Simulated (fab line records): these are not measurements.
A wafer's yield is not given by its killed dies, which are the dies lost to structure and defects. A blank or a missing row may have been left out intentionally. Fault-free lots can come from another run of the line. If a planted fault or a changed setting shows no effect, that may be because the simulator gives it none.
Comparing a struck lot with a sound one + flow gf180mcu + 27 out of 602 route steps
Sound: the wafers L969.1, L969.3, L969.5. Wafers struck: L977.1, L977.2, L977.4. Last of all comes the cause.
Each step with rows lists, per side, the tool, then ch with its chambers, then its first start. Under that, the readings that differ: sound wafers + struck wafers + difference of the means + sigmas: that difference in standard deviations of wafers without a fault.
alike: words and numbers the same on both sides, and readings whose means are apart by under 2 such deviations; not compared: readings that were withheld, readings missing a value for some wafer, numbers with overlapping values and no deviation given by the record, and bounds like >300 which may hide the same value.
The two part at a step that has a row with sigmas, a row that says differs or no value, or rows on one side only. When numbers do not overlap yet have no deviation, they are printed without sigmas and do not part them. Lack of a reading on every wafer of one side parts them only where that side has two or more wafers.

GF_POLY_GATE_THK_MEAS_17:
  sound: film_metro-04 at day 11 14:16; struck: film_metro-02 at day 13 15:41
  alike: POLY_GATE_OXIDATION_THK
GF_POLY_GATE_CD_MEAS_18:
  sound: cd_sem-01 at day 11 14:19; struck: cd_sem-01 at day 13 15:45
  alike: cd_nm
then, 7 steps without rows for these wafers: GF_HV_LDD_DEHYDRATE_00 (time 60 s); GF_HV_LDD_HMDS_01 (prime time 60 s); GF_HV_LDD_COAT_02 (resist thk 1000 nm); GF_HV_LDD_SOFTBAKE_03 (time 60 s); GF_HV_LDD_EXPOSE_04 (exposes mask Nplus LV AREA, target cd 400 nm); GF_HV_LDD_PEB_05; GF_HV_LDD_DEVELOP_06 (develop time 60 s).
GF_HV_LDD_CD_MEAS_07: the cd target is 400 nm.
  sound: cd_sem-02 at day 12 08:46; struck: cd_sem-01 at day 14 12:35
  alike: cd_nm
GF_HV_LDD_OVL_MEAS_08:
  sound: overlay-01 at day 12 08:53; struck: overlay-01 at day 14 12:43
  alike: HV_LDD_OVL
then, 1 step without rows for these wafers: GF_HV_LDD_IMPLANT_09.
GF_HV_LDD_STRIP_10: strips in O2/N2.
  sound on plasma_asher-02 ch 0,1, day 12 09:04; struck on plasma_asher-03 ch 0,1, day 14 12:54
  no value came back on the struck wafers for any of 7 readings (chamber_pressure_mTorr (mTorr), drypump_motor_current_A (A) and others); on the sound wafers chamber_pressure_mTorr (mTorr) reads 1500.4 1498.5 1500.0
| reading                                     | sound | struck            | difference | sigmas |
|---------------------------------------------|-------|-------------------|------------|--------|
| model.NOVOLAK_of_HV_LDD_COAT_02.thk_nm (nm) | 0 0 0 | 994.3 991.7 992.8 | +992.9     |        |
  not compared: rf_hours_counter_h
GF_HV_LDD_TW_MEAS_11:
  sound: film_metro-03 at day 12 09:10; struck: film_metro-03 at day 14 13:00
  alike: HV_LDD_TW
then, 7 steps without rows for these wafers: GF_HV_LDD_DEHYDRATE_12 (time 60 s); GF_HV_LDD_HMDS_13 (prime time 60 s); GF_HV_LDD_COAT_14 (resist thk 1000 nm); GF_HV_LDD_SOFTBAKE_15 (time 60 s); GF_HV_LDD_EXPOSE_16 (exposes mask Pplus LV AREA, target cd 400 nm); GF_HV_LDD_PEB_17; GF_HV_LDD_DEVELOP_18 (develop time 60 s).
GF_HV_LDD_CD_MEAS_19: the cd target is 400 nm.
  sound: cd_sem-02 at day 13 05:03; struck: cd_sem-02 at day 15 09:53
  alike: cd_nm
GF_HV_LDD_OVL_MEAS_20:
  sound: overlay-02 at day 13 05:10; struck: overlay-02 at day 15 10:01
  alike: HV_LDD_01_OVL
then, 1 step without rows for these wafers: GF_HV_LDD_IMPLANT_21.
GF_HV_LDD_STRIP_22: strips in O2/N2.
  sound on plasma_asher-01 ch 0,1, day 13 05:21; struck on plasma_asher-03 ch 0,1, day 15 10:12
| reading                      | sound             | struck            | difference | sigmas      |
|------------------------------|-------------------|-------------------|------------|-------------|
| n2_flow_sccm (sccm)          | 300.1 300.0 300.7 | 299.7 298.1 298.0 | -1.7       | -2          |
| strip_time_to_endpoint_s (s) | 13.32 13.30 13.32 | 28.92 28.88 28.94 | +15.60     | +99 or more |
  alike: chamber_pressure_mTorr, drypump_motor_current_A, heater_power_w, o2_flow_sccm, oes_product_au
  not compared: rf_hours_counter_h
GF_HV_LDD_TW_MEAS_23:
  sound: film_metro-01 at day 13 05:27; struck: film_metro-02 at day 15 10:32
| reading     | sound          | struck   | difference | sigmas      |
|-------------|----------------|----------|------------|-------------|
| HV_LDD_2_TW | 1050 1050 1044 | 30 30 30 | -1018      | -99 or more |
  not compared: hold
GF_PASSIVATION_PROBE_99:
  rows exist in the record for the sound wafers here (prober-01, day 31 12:01), none for the struck ones

## WHERE THEY PART
Last at GF_PASSIVATION_PROBE_99 as far as this record goes, first at GF_HV_LDD_STRIP_10.

WHY: the cause the simulator had injected
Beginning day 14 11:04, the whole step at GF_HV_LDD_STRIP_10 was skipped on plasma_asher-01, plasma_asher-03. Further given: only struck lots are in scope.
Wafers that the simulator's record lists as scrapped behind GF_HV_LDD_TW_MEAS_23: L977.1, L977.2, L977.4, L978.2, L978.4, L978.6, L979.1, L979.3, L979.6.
